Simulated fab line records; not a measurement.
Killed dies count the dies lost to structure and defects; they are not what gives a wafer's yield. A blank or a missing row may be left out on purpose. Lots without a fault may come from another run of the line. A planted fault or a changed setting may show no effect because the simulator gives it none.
The same fault as seen by 2 desks | flow sky130 | what lay behind the numbers comes last; until then each desk has only its own

== AT THE METROLOGY DESK ==
Lot by lot, what the gauges showed, no matter which tool ran the lot: averages of those sampled wafers that carry a number. If a lot's mean is further than 4 standard deviations from the usual mean, the lot is out of limits and carries the mark OUT (the distance appears in the brackets).
Columns: A = CONTACT_W_RS at SKY_CONTACT_RS_MEAS_25, usual 0.339 ohm/sq; B = CONTACT_W_THK at SKY_CONTACT_THK_MEAS_26, usual 347 nm
lot  | first seen here | A                       | B
L781 | day 31 00:46    | 0.338                   | 352
L783 | day 32 02:19    | 0.339                   | 353
L785 | day 32 23:14    | 0.338                   | 355
L786 | day 33 00:03    | 0.346                   | 337
L787 | day 33 11:04    | 0.338                   | 349
L789 | day 34 02:41    | 0.339                   | 344
L790 | day 35 01:48    | 0.340                   | 347
L793 | day 35 23:46    | 0.340                   | 344
L797 | day 37 09:04    | 0.338                   | 350
L801 | day 37 22:31    | 1.079 (+99 or more) OUT | 110 (-42) OUT
L802 | day 38 21:25    | 1.081 (+99 or more) OUT | 110 (-42) OUT
Per this desk, out of limits: L801, L802; the first was L801, day 37 22:31 (CONTACT_W_RS at SKY_CONTACT_RS_MEAS_25). Within limits: L781, L783, L785, L786, L787, L789, L790, L793, L797.

== AT THE TOOL OWNER'S DESK: cvd-w-02 ==
The tool's own readings at SKY_CONTACT_CVD_24 (deposits W, target thk 340 nm, time 102.12 s): means of the sampled wafers that have a number, for each lot that ran on this tool. If a lot's mean is further than 4 standard deviations from the usual mean, the lot is out of limits and carries the mark OUT (the distance appears in the brackets).
Columns: A = heater-power-w at SKY_CONTACT_CVD_24, usual 904 W
lot  | first seen here | A
L786 | day 32 23:55    | 869
L789 | day 34 02:35    | 873
L793 | day 35 23:38    | 889
L797 | day 37 08:57    | 874
L801 | day 37 22:25    | 893
L802 | day 38 21:17    | 887
Result from this desk: across the 6 lots, nothing is out of limits.

== TAKEN TOGETHER ==
Metrology desk: alarm possible at day 37 22:31 on L801, L802.
The desk of the tool owner found nothing out of limits.
Tool owner's desk: L801, L802 on record, inside its limits.
The lots listed all ran SKY_CONTACT_CVD_24 on cvd-w-02.

== WHAT HAD BEEN PUT IN BY THE SIMULATOR ==
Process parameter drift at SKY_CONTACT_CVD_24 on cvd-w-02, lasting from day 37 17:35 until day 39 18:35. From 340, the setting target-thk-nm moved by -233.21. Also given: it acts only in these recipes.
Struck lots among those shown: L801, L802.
Per desk, hours elapsed from the start of the fault to the first reading out of limits: for the metrology desk, 5.
